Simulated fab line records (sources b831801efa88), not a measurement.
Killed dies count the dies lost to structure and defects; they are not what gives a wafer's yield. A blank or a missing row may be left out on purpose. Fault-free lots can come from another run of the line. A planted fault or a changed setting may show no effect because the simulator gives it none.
Which of the tools did it? || flow sky130 || 36 wafers from 12 lots sampled at 5 of the route's 708 steps

## WHAT EACH GAUGE READ, for each wafer
SKY_VT_ADJUST_HVTR_OVL_MEAS_08. Usual: VT_ADJUST_HVTR_OVL typically reads 0.9 nm, with standard deviation 1.3.
{"lot": "L591", "measured": "day 9 10:26", "on": "overlay-01", "VT_ADJUST_HVTR_OVL (nm)": "1.1 -1.6 -1.1", "flag": ""}
{"lot": "L592", "measured": "day 9 20:02", "on": "overlay-02", "VT_ADJUST_HVTR_OVL (nm)": "1.1 0.5 -0.1", "flag": ""}
{"lot": "L594", "measured": "day 10 19:20", "on": "overlay-02", "VT_ADJUST_HVTR_OVL (nm)": "0.5 1.5 -0.5", "flag": ""}
{"lot": "L600", "measured": "day 12 06:17", "on": "overlay-01", "VT_ADJUST_HVTR_OVL (nm)": "1.6 -0.1 1.3", "flag": ""}
{"lot": "L603", "measured": "day 13 04:08", "on": "overlay-02", "VT_ADJUST_HVTR_OVL (nm)": "1.5 1.2 1.7", "flag": ""}
{"lot": "L604", "measured": "day 13 12:32", "on": "overlay-02", "VT_ADJUST_HVTR_OVL (nm)": "1.9 -1.1 -0.9", "flag": ""}
{"lot": "L605", "measured": "day 13 19:37", "on": "overlay-02", "VT_ADJUST_HVTR_OVL (nm)": "1.7 -1.1 0.0", "flag": ""}
{"lot": "L607", "measured": "day 14 08:03", "on": "overlay-02", "VT_ADJUST_HVTR_OVL (nm)": "0.2 -1.6 -0.8", "flag": ""}
{"lot": "L608", "measured": "day 14 15:23", "on": "overlay-02", "VT_ADJUST_HVTR_OVL (nm)": "-1.5 -0.2 -0.7", "flag": ""}
{"lot": "L609", "measured": "day 14 22:39", "on": "overlay-02", "VT_ADJUST_HVTR_OVL (nm)": "1.1 2.8 1.4", "flag": ""}
{"lot": "L611", "measured": "day 15 13:47", "on": "overlay-02", "VT_ADJUST_HVTR_OVL (nm)": "1.2 1.2 -0.8", "flag": ""}
{"lot": "L614", "measured": "day 16 16:03", "on": "overlay-02", "VT_ADJUST_HVTR_OVL (nm)": "3.4 0.2 3.4", "flag": ""}

SKY_VT_ADJUST_HVTR_TW_MEAS_11. Usual: VT_ADJUST_HVTR_TW typically reads 212.4, with standard deviation 0.8.
{"lot": "L591", "measured": "day 9 10:44", "on": "filmMetro-04", "VT_ADJUST_HVTR_TW": "210.4 211.5 211.5", "flag": ""}
{"lot": "L592", "measured": "day 9 20:20", "on": "filmMetro-04", "VT_ADJUST_HVTR_TW": "211.9 212.5 211.8", "flag": ""}
{"lot": "L594", "measured": "day 10 19:37", "on": "filmMetro-04", "VT_ADJUST_HVTR_TW": "212.3 213.2 213.2", "flag": ""}
{"lot": "L600", "measured": "day 12 06:35", "on": "filmMetro-02", "VT_ADJUST_HVTR_TW": "213.4 212.9 213.5", "flag": ""}
{"lot": "L603", "measured": "day 13 04:26", "on": "filmMetro-01", "VT_ADJUST_HVTR_TW": "212.0 212.3 212.2", "flag": ""}
{"lot": "L604", "measured": "day 13 12:50", "on": "filmMetro-01", "VT_ADJUST_HVTR_TW": "211.3 212.5 212.2", "flag": ""}
{"lot": "L605", "measured": "day 13 19:55", "on": "filmMetro-01", "VT_ADJUST_HVTR_TW": "211.6 211.3 213.3", "flag": ""}
{"lot": "L607", "measured": "day 14 08:20", "on": "filmMetro-01", "VT_ADJUST_HVTR_TW": "193.4 193.6 193.8", "flag": "OFF"}
{"lot": "L608", "measured": "day 14 15:40", "on": "filmMetro-04", "VT_ADJUST_HVTR_TW": "195.3 194.5 195.7", "flag": "OFF"}
{"lot": "L609", "measured": "day 14 22:56", "on": "filmMetro-01", "VT_ADJUST_HVTR_TW": "193.3 193.3 193.3", "flag": "OFF"}
{"lot": "L611", "measured": "day 15 14:05", "on": "filmMetro-04", "VT_ADJUST_HVTR_TW": "212.7 212.8 212.5", "flag": ""}
{"lot": "L614", "measured": "day 16 16:20", "on": "filmMetro-04", "VT_ADJUST_HVTR_TW": "212.7 212.2 212.9", "flag": ""}

SKY_SONOS_TUNNEL_OVL_MEAS_08. Usual: SONOS_TUNNEL_OVL typically reads -0.3 nm, with standard deviation 1.4.
{"lot": "L591", "measured": "day 11 07:26", "on": "overlay-01", "SONOS_TUNNEL_OVL (nm)": "-0.5 0.7 -0.1", "flag": ""}
{"lot": "L592", "measured": "day 11 17:59", "on": "overlay-01", "SONOS_TUNNEL_OVL (nm)": "-1.2 -2.0 -1.7", "flag": ""}
{"lot": "L594", "measured": "day 12 19:02", "on": "overlay-02", "SONOS_TUNNEL_OVL (nm)": "-0.1 0.8 0.8", "flag": ""}
{"lot": "L600", "measured": "day 14 09:53", "on": "overlay-02", "SONOS_TUNNEL_OVL (nm)": "-0.6 -1.0 -0.1", "flag": ""}
{"lot": "L603", "measured": "day 15 09:20", "on": "overlay-02", "SONOS_TUNNEL_OVL (nm)": "-0.3 0.1 -0.8", "flag": ""}
{"lot": "L604", "measured": "day 15 18:29", "on": "overlay-02", "SONOS_TUNNEL_OVL (nm)": "0.9 0.1 -1.7", "flag": ""}
{"lot": "L605", "measured": "day 16 01:37", "on": "overlay-02", "SONOS_TUNNEL_OVL (nm)": "-1.7 -1.8 -1.9", "flag": ""}
{"lot": "L607", "measured": "day 16 15:27", "on": "overlay-02", "SONOS_TUNNEL_OVL (nm)": "-1.1 1.0 2.5", "flag": ""}
{"lot": "L608", "measured": "day 16 23:09", "on": "overlay-01", "SONOS_TUNNEL_OVL (nm)": "0.8 -0.5 0.2", "flag": ""}
{"lot": "L609", "measured": "day 17 06:10", "on": "overlay-02", "SONOS_TUNNEL_OVL (nm)": "0.5 0.3 -0.3", "flag": ""}
{"lot": "L611", "measured": "day 17 21:40", "on": "overlay-01", "SONOS_TUNNEL_OVL (nm)": "-2.0 0.7 0.1", "flag": ""}
{"lot": "L614", "measured": "day 19 03:30", "on": "overlay-01", "SONOS_TUNNEL_OVL (nm)": "-2.7 -2.7 -2.8", "flag": ""}

## WHICH TOOL RAN EACH LOT (tool, then ch and the chambers of the sampled wafers, then the start)
{"lot": "L591", "SKY_VT_ADJUST_HVTR_IMPLANT_09": "implanter-04 ch 0, day 9 10:31", "SKY_VT_ADJUST_HVTR_STRIP_10": "plasmaAsher-03 ch 0,1, day 9 10:38"}
{"lot": "L592", "SKY_VT_ADJUST_HVTR_IMPLANT_09": "implanter-03 ch 0, day 9 20:07", "SKY_VT_ADJUST_HVTR_STRIP_10": "plasmaAsher-04 ch 0,1, day 9 20:14"}
{"lot": "L594", "SKY_VT_ADJUST_HVTR_IMPLANT_09": "implanter-04 ch 0, day 10 19:23", "SKY_VT_ADJUST_HVTR_STRIP_10": "plasmaAsher-04 ch 0,1, day 10 19:31"}
{"lot": "L600", "SKY_VT_ADJUST_HVTR_IMPLANT_09": "implanter-02 ch 0, day 12 06:22", "SKY_VT_ADJUST_HVTR_STRIP_10": "plasmaAsher-02 ch 0,1, day 12 06:29"}
{"lot": "L603", "SKY_VT_ADJUST_HVTR_IMPLANT_09": "implanter-02 ch 0, day 13 04:13", "SKY_VT_ADJUST_HVTR_STRIP_10": "plasmaAsher-04 ch 0,1, day 13 04:20"}
{"lot": "L604", "SKY_VT_ADJUST_HVTR_IMPLANT_09": "implanter-04 ch 0, day 13 12:36", "SKY_VT_ADJUST_HVTR_STRIP_10": "plasmaAsher-03 ch 0,1, day 13 12:43"}
{"lot": "L605", "SKY_VT_ADJUST_HVTR_IMPLANT_09": "implanter-04 ch 0, day 13 19:40", "SKY_VT_ADJUST_HVTR_STRIP_10": "plasmaAsher-04 ch 0,1, day 13 19:49"}
{"lot": "L607", "SKY_VT_ADJUST_HVTR_IMPLANT_09": "implanter-04 ch 0, day 14 08:05", "SKY_VT_ADJUST_HVTR_STRIP_10": "plasmaAsher-02 ch 0,1, day 14 08:14"}
{"lot": "L608", "SKY_VT_ADJUST_HVTR_IMPLANT_09": "implanter-04 ch 0, day 14 15:25", "SKY_VT_ADJUST_HVTR_STRIP_10": "plasmaAsher-02 ch 0,1, day 14 15:34"}
{"lot": "L609", "SKY_VT_ADJUST_HVTR_IMPLANT_09": "implanter-04 ch 0, day 14 22:41", "SKY_VT_ADJUST_HVTR_STRIP_10": "plasmaAsher-03 ch 0, day 14 22:50"}
{"lot": "L611", "SKY_VT_ADJUST_HVTR_IMPLANT_09": "implanter-03 ch 0, day 15 13:51", "SKY_VT_ADJUST_HVTR_STRIP_10": "plasmaAsher-04 ch 0,1, day 15 13:58"}
{"lot": "L614", "SKY_VT_ADJUST_HVTR_IMPLANT_09": "implanter-03 ch 0, day 16 16:05", "SKY_VT_ADJUST_HVTR_STRIP_10": "plasmaAsher-02 ch 0,1, day 16 16:14"}
- SKY_VT_ADJUST_HVTR_IMPLANT_09
- SKY_VT_ADJUST_HVTR_STRIP_10: strips in O2/N2.

## WHAT THE TOOLS THEMSELVES READ (means of the sampled wafers that have a number; where no wafer has one, the mark that the record gives instead)
SKY_VT_ADJUST_HVTR_IMPLANT_09. Usual: doseIonsCm2 2.0994e+12, standard deviation 2e+09; faradayCurrentUA 11.84, standard deviation 0.23.
{"lot": "L591", "tool": "implanter-04", "doseIonsCm2": 2.0989e+12, "faradayCurrentUA": 11.91, "flag": ""}
{"lot": "L592", "tool": "implanter-03", "doseIonsCm2": 2.1029e+12, "faradayCurrentUA": 11.81, "flag": ""}
{"lot": "L594", "tool": "implanter-04", "doseIonsCm2": 2.1003e+12, "faradayCurrentUA": 11.64, "flag": ""}
{"lot": "L600", "tool": "implanter-02", "doseIonsCm2": 2.0994e+12, "faradayCurrentUA": 11.52, "flag": ""}
{"lot": "L603", "tool": "implanter-02", "doseIonsCm2": 2.0998e+12, "faradayCurrentUA": 11.93, "flag": ""}
{"lot": "L604", "tool": "implanter-04", "doseIonsCm2": 2.0974e+12, "faradayCurrentUA": 11.86, "flag": ""}
{"lot": "L605", "tool": "implanter-04", "doseIonsCm2": 2.0982e+12, "faradayCurrentUA": 11.96, "flag": ""}
{"lot": "L607", "tool": "implanter-04", "doseIonsCm2": 1.5211e+12, "faradayCurrentUA": 8.50, "flag": "OFF"}
{"lot": "L608", "tool": "implanter-04", "doseIonsCm2": 1.5189e+12, "faradayCurrentUA": 8.53, "flag": "OFF"}
{"lot": "L609", "tool": "implanter-04", "doseIonsCm2": 1.5187e+12, "faradayCurrentUA": 8.73, "flag": "OFF"}
{"lot": "L611", "tool": "implanter-03", "doseIonsCm2": 2.0995e+12, "faradayCurrentUA": 11.76, "flag": ""}
{"lot": "L614", "tool": "implanter-03", "doseIonsCm2": 2.0986e+12, "faradayCurrentUA": 11.84, "flag": ""}

SKY_VT_ADJUST_HVTR_STRIP_10. Usual: chamberPressureMTorr 1499.9 mTorr, standard deviation 1.3; drypumpMotorCurrentA 5.5 A, standard deviation 0.31; oesProductAu 0.715 a.u., standard deviation 0.0043; stripTimeToEndpointS 14.18 s, standard deviation 0.045.
{"lot": "L591", "tool": "plasmaAsher-03", "chamberPressureMTorr (mTorr)": 1499.8, "drypumpMotorCurrentA (A)": 5.6, "oesProductAu (a.u.)": 0.715, "stripTimeToEndpointS (s)": 14.15, "flag": ""}
{"lot": "L592", "tool": "plasmaAsher-04", "chamberPressureMTorr (mTorr)": 1499.5, "drypumpMotorCurrentA (A)": 5.3, "oesProductAu (a.u.)": 0.714, "stripTimeToEndpointS (s)": 14.15, "flag": ""}
{"lot": "L594", "tool": "plasmaAsher-04", "chamberPressureMTorr (mTorr)": 1500.9, "drypumpMotorCurrentA (A)": 5.3, "oesProductAu (a.u.)": 0.716, "stripTimeToEndpointS (s)": 14.17, "flag": ""}
{"lot": "L600", "tool": "plasmaAsher-02", "chamberPressureMTorr (mTorr)": 1499.2, "drypumpMotorCurrentA (A)": 5.8, "oesProductAu (a.u.)": 0.716, "stripTimeToEndpointS (s)": 14.10, "flag": ""}
{"lot": "L603", "tool": "plasmaAsher-04", "chamberPressureMTorr (mTorr)": 1501.2, "drypumpMotorCurrentA (A)": 5.3, "oesProductAu (a.u.)": 0.715, "stripTimeToEndpointS (s)": 14.17, "flag": ""}
{"lot": "L604", "tool": "plasmaAsher-03", "chamberPressureMTorr (mTorr)": 1500.0, "drypumpMotorCurrentA (A)": 5.6, "oesProductAu (a.u.)": 0.709, "stripTimeToEndpointS (s)": 14.22, "flag": ""}
{"lot": "L605", "tool": "plasmaAsher-04", "chamberPressureMTorr (mTorr)": 1499.2, "drypumpMotorCurrentA (A)": 5.2, "oesProductAu (a.u.)": 0.717, "stripTimeToEndpointS (s)": 14.25, "flag": ""}
{"lot": "L607", "tool": "plasmaAsher-02", "chamberPressureMTorr (mTorr)": 1499.0, "drypumpMotorCurrentA (A)": 5.8, "oesProductAu (a.u.)": 0.715, "stripTimeToEndpointS (s)": 14.16, "flag": ""}
{"lot": "L608", "tool": "plasmaAsher-02", "chamberPressureMTorr (mTorr)": 1501.0, "drypumpMotorCurrentA (A)": 5.6, "oesProductAu (a.u.)": 0.716, "stripTimeToEndpointS (s)": 14.21, "flag": ""}
{"lot": "L609", "tool": "plasmaAsher-03", "chamberPressureMTorr (mTorr)": 1498.4, "drypumpMotorCurrentA (A)": 5.6, "oesProductAu (a.u.)": 0.717, "stripTimeToEndpointS (s)": 14.19, "flag": ""}
{"lot": "L611", "tool": "plasmaAsher-04", "chamberPressureMTorr (mTorr)": 1501.0, "drypumpMotorCurrentA (A)": 5.2, "oesProductAu (a.u.)": 0.715, "stripTimeToEndpointS (s)": 14.19, "flag": ""}
{"lot": "L614", "tool": "plasmaAsher-02", "chamberPressureMTorr (mTorr)": 1500.5, "drypumpMotorCurrentA (A)": 5.8, "oesProductAu (a.u.)": 0.719, "stripTimeToEndpointS (s)": 14.15, "flag": ""}

## THE ANSWER, worked out from the rows above alone
Rule: lot off if the mean of its wafers having a number is beyond 3 standard deviations from the usual mean. A lot without any number at a reading at which 4 lots or more have one is off too. All remaining lots with rows at the step are treated as sound. Order of review: gauges by route order, followed by the tools' own readings, for which a lot's mean as printed above is used. The first step at which some lot is off is used, and at that step the reading that is off furthest; a lot without a number counts as furthest.
Off: at SKY_VT_ADJUST_HVTR_TW_MEAS_11 (VT_ADJUST_HVTR_TW), L607, L608, L609.
If a tool, at a process step before that reading, ran all the lots that are off and no sound lot after the first of them, it fits. The gauges at SKY_VT_ADJUST_HVTR_TW_MEAS_11 aren't tried: what is off there is off at SKY_VT_ADJUST_HVTR_IMPLANT_09 too, on other tools, and a gauge's error can't cause that. One fits: implanter-04 at SKY_VT_ADJUST_HVTR_IMPLANT_09. A fault onset in the window from L605 (day 13 19:40, its last sound lot) to L607 (day 14 08:05, its first lot off) fits.
The tool's own readings at SKY_VT_ADJUST_HVTR_IMPLANT_09 bear it out: on the lots that are off they differ by more than 5 times the standard deviation of the sound lots' means. doseIonsCm2 reads 1.5196e+12 there against 2.0994e+12 on the sound lots; faradayCurrentUA reads 8.59 there against 11.80 on the sound lots.

## WHAT THE SIMULATOR HAD INSERTED
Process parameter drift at SKY_VT_ADJUST_HVTR_IMPLANT_09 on implanter-04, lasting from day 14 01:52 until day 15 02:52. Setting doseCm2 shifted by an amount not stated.
Struck lots among those shown: L607, L608, L609. The rule above reached the same finding.
